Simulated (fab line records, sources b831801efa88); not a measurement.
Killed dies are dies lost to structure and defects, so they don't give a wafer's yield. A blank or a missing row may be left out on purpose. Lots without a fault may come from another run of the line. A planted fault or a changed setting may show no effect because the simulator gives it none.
Problem report in the 8D (eight disciplines) form, filled by code | flow sky130 | the parts of the form that need people (team, actions taken, sign-off) are left out

1. THE PROBLEM
oes_product_au at SKY_LI_CONTACT_ETCH_15 reads a mean of 0.884 a.u. on 2 wafers of 2 lots; wafers without a fault read 0.837 a.u. with a standard deviation of 0.0047. That is +10 standard deviations from the usual mean.
The step: etches PSG in C4F8/O2/Ar, stops on Si, target depth 600 nm.
First seen on wafer L105.3, day 34 05:19, on rie_diel-03. The record holds 12 wafers of 4 lots with a number at this step. Rule for "out", or "out of limits": more than 4 standard deviations from the usual mean. The other wafers with a number count as sound.

2. WHAT IT IS AND WHAT IT IS NOT
question                    | is                | is not
which readings at this step | oes_product_au    | -
which lots                  | L105, L106        | L102, L994
which wafers of those lots  | L105.3, L106.1    | L105.2, L105.5, L106.4, L106.5
read on which tools         | rie_diel-03       | -
when                        | from day 34 05:19 | up to then (8 sound wafers); but 2 sound wafers of L106 came after

3. SUSPECTS, AND WHAT RULES EACH OUT
Counting: a tool at a process step up to the reading stays a suspect if it ran every lot that is out. Sound lots after the first of them don't rule it out here, since some wafers of a struck lot are sound.
- cmp-02 at SKY_LI_CONTACT_CMP_02 (polishes PSG): kept. It ran every lot that is out, first L105 (day 33 02:10); its last sound lot up to then is L102 (day 32 04:23).
- rie_diel-03 at SKY_LI_CONTACT_ETCH_15 (etches PSG in C4F8/O2/Ar, stops on Si, target depth 600 nm): kept. It ran every lot that is out, first L105 (day 34 05:19); its last sound lot up to then is L102 (day 33 07:19). Its own readings are out on those wafers: oes_product_au.
- Within cmp-02 at SKY_LI_CONTACT_CMP_02: the wafers that are out ran in chamber 0; their sound lot-mates ran in chambers 1, 2, 3.
- Within rie_diel-03 at SKY_LI_CONTACT_ETCH_15: the wafers that are out ran in chamber 3; their sound lot-mates ran in chambers 0, 2.
Left after counting: cmp-02 at SKY_LI_CONTACT_CMP_02, rie_diel-03 at SKY_LI_CONTACT_ETCH_15.

4. THE CAUSE (what the simulator had put in)
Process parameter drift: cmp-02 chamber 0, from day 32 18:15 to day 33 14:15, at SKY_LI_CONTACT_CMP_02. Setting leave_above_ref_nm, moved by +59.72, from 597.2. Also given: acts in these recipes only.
Counting left 2 suspects, and this tool is among them.

5. THE CHAIN OF EFFECTS, in route order
Each row: a reading whose mean over the struck wafers that have a number lies more than 3 standard deviations from the usual. Only readings for which the record gives a usual standard deviation are gone through. hours: the time from each lot's start at the first step in this table that gives one to its start at this step, as a median over the lots. sigmas: the change in usual standard deviations.
hours | step                   | reading        | usual      | on struck wafers | change | sigmas
0     | SKY_LI_CONTACT_ETCH_15 | oes_product_au | 0.837 a.u. | 0.884            | +0.047 | +10
The process steps in it:
- SKY_LI_CONTACT_ETCH_15: etches PSG in C4F8/O2/Ar, stops on Si, target depth 600 nm.

6. WHAT WOULD HAVE CAUGHT IT SOONER
In this record the first reading out of limits was taken at day 34 05:19, 35 hours after the fault began at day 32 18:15.
Of the tool readings at SKY_LI_CONTACT_CMP_02 for which the record gives a usual standard deviation, none was out on any struck wafer, so an alarm limit of 4 standard deviations on them would not have fired.
All the lots that are out (2) had begun SKY_LI_CONTACT_CMP_02 on cmp-02 by day 34 05:19. A hold on the tool at that time would have spared none of them.
